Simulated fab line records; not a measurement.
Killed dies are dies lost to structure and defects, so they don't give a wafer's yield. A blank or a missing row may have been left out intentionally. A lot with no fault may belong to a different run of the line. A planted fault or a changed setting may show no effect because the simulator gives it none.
Which tool was responsible? -- flow gf180mcu -- 13 lots, 39 wafers sampled, at 4 steps of a route of 602

## WHAT THE GAUGES SHOWED, per wafer
GF_V4_OVL_MEAS_15. Usual: for V4_OVL the level is 0 nm and the standard deviation is 5.7.
lot,measured,on,V4_OVL (nm),flag
L745,day 24 15:37,overlay-02,8 5 6,
L747,day 25 02:32,overlay-01,3 -11 -1,
L748,day 25 19:38,overlay-02,-10 -6 -2,
L749,day 25 23:54,overlay-01,12 3 -2,
L750,day 26 10:24,overlay-02,-4 -6 0,
L753,day 26 22:03,overlay-02,14 10 14,
L760,day 29 09:05,overlay-01,8 -3 -3,
L761,day 29 11:27,overlay-01,3 8 -1,
L764,day 30 12:06,overlay-02,-7 0 -4,
L765,day 30 13:48,overlay-01,4 -3 -4,
L766,day 30 23:42,overlay-02,-1 -1 8,
L767,day 31 00:49,overlay-01,-3 -9 1,
L768,day 31 06:04,overlay-02,5 -6 1,

GF_PASSIVATION_THK_MEAS_01. Usual: for PASSIVATION_CVD_00_THK the level is 1005 nm and the standard deviation is 11.
lot,measured,on,PASSIVATION_CVD_00_THK (nm),flag
L745,day 28 08:41,film-metro-02,993 1012 1005,
L747,day 28 18:19,film-metro-01,1013 1028 1026,
L748,day 29 10:08,film-metro-02,987 983 1003,
L749,day 29 12:35,film-metro-02,996 988 1017,
L750,day 30 00:40,film-metro-02,991 1003 1004,
L753,day 30 10:53,film-metro-02,992 1007 1003,
L760,day 32 14:57,film-metro-02,1000 1009 1021,
L761,day 32 16:16,film-metro-01,994 1002 1007,
L764,day 33 13:58,film-metro-01,1003 980 1005,
L765,day 33 14:52,film-metro-02,1011 1018 1017,
L766,day 33 23:49,film-metro-01,995 1016 999,
L767,day 34 00:41,film-metro-04,995 988 1005,
L768,day 34 05:12,film-metro-04,1015 1010 1012,

## WHAT TOOL EACH LOT RAN ON (gives the tool, then ch and the chambers of the sampled wafers, and finally the start)
lot,GF_V5_CVD_02,GF_V5_CMP_26
L745,"pecvd-04 ch 0,2, day 26 12:44","cmp-02 ch 0,1,3, day 27 11:41"
L747,"pecvd-01 ch 0,1,2, day 26 22:47","cmp-02 ch 0,1,2, day 27 21:04"
L748,"pecvd-02 ch 0,2, day 27 16:14","cmp-02 ch 0,2,3, day 28 13:33"
L749,"pecvd-01 ch 0,1,2, day 27 18:31","cmp-01 ch 1,2, day 28 16:04"
L750,"pecvd-04 ch 1,2, day 28 05:31","cmp-02 ch 0,2, day 29 03:28"
L753,"pecvd-01 ch 0,1,2, day 28 17:09","cmp-02 ch 0,2, day 29 14:37"
L760,"pecvd-01 ch 1,2, day 31 01:58","cmp-01 ch 1,2, day 31 21:34"
L761,"pecvd-01 ch 0,1, day 31 03:11","cmp-01 ch 0,2, day 31 22:28"
L764,"pecvd-02 ch 1,2, day 32 02:08","cmp-02 ch 1,2, day 32 20:35"
L765,"pecvd-01 ch 0,1, day 32 03:34","cmp-02 ch 1,2,3, day 32 21:40"
L766,"pecvd-04 ch 1,2, day 32 13:22","cmp-02 ch 2,3, day 33 07:04"
L767,"pecvd-01 ch 0,1,2, day 32 14:08","cmp-01 ch 0,1,3, day 33 07:43"
L768,"pecvd-01 ch 0,1,2, day 32 18:38","cmp-01 ch 0,3, day 33 12:37"
- GF_V5_CVD_02: deposits SiO2 from TEOS, target thk 1450 nm, time 163.28 s.
- GF_V5_CMP_26: polishes, stops on SiO2, t overpolish 15 s, target thk 0 nm.

## AS READ BY THE TOOLS THEMSELVES (means over the sampled wafers that have a number; for cases with no such wafer, the mark the record gives instead)
GF_V5_CVD_02. Usual: heater-power-w at 703 W, with a standard deviation of 100.
lot,tool,heater-power-w (W),flag
L745,pecvd-04,629,
L747,pecvd-01,767,
L748,pecvd-02,578,
L749,pecvd-01,708,
L750,pecvd-04,800,
L753,pecvd-01,711,
L760,pecvd-01,750,
L761,pecvd-01,751,
L764,pecvd-02,686,
L765,pecvd-01,718,
L766,pecvd-04,769,
L767,pecvd-01,738,
L768,pecvd-01,746,

GF_V5_CMP_26. Usual: motor-current-A 10.7 A, standard deviation 0.82; overpolish-run-s 14.999 s, standard deviation 0.0088; time-to-endpoint-s 84.8 s, standard deviation 2.9.
lot,tool,motor-current-A (A),overpolish-run-s (s),time-to-endpoint-s (s),flag
L745,cmp-02,11.5,14.995,84.2,
L747,cmp-02,10.4,14.997,85.9,
L748,cmp-02,10.6,15.004,86.4,
L749,cmp-01,11.2,15.001,85.5,
L750,cmp-02,10.1,14.996,84.1,
L753,cmp-02,10.0,14.995,83.1,
L760,cmp-01,10.8,15.000,84.6,
L761,cmp-01,10.5,15.001,85.3,
L764,cmp-02,10.5,14.999,86.4,
L765,cmp-02,11.1,15.006,88.0,
L766,cmp-02,10.3,14.991,85.1,
L767,cmp-01,9.9,14.994,80.7,
L768,cmp-01,9.6,14.995,84.1,

## THE ANSWER, worked out from the rows above alone
Rule: take the mean of a lot's wafers that have a number; if it is more than 3 standard deviations from the usual mean, the lot is off. A lot without any number at a reading at which 4 lots or more have one is off too. The other lots that the step has rows for count as sound. After the gauges, taken in route order, come the tools' own readings; for these a lot's mean is taken, as printed above. The first step at which some lot is off is used, and at that step the reading that is off furthest; a lot without a number counts as furthest.
No lot is off on any of the readings shown, so nothing can be concluded from this.

## WHAT WAS PUT IN BY THE SIMULATOR
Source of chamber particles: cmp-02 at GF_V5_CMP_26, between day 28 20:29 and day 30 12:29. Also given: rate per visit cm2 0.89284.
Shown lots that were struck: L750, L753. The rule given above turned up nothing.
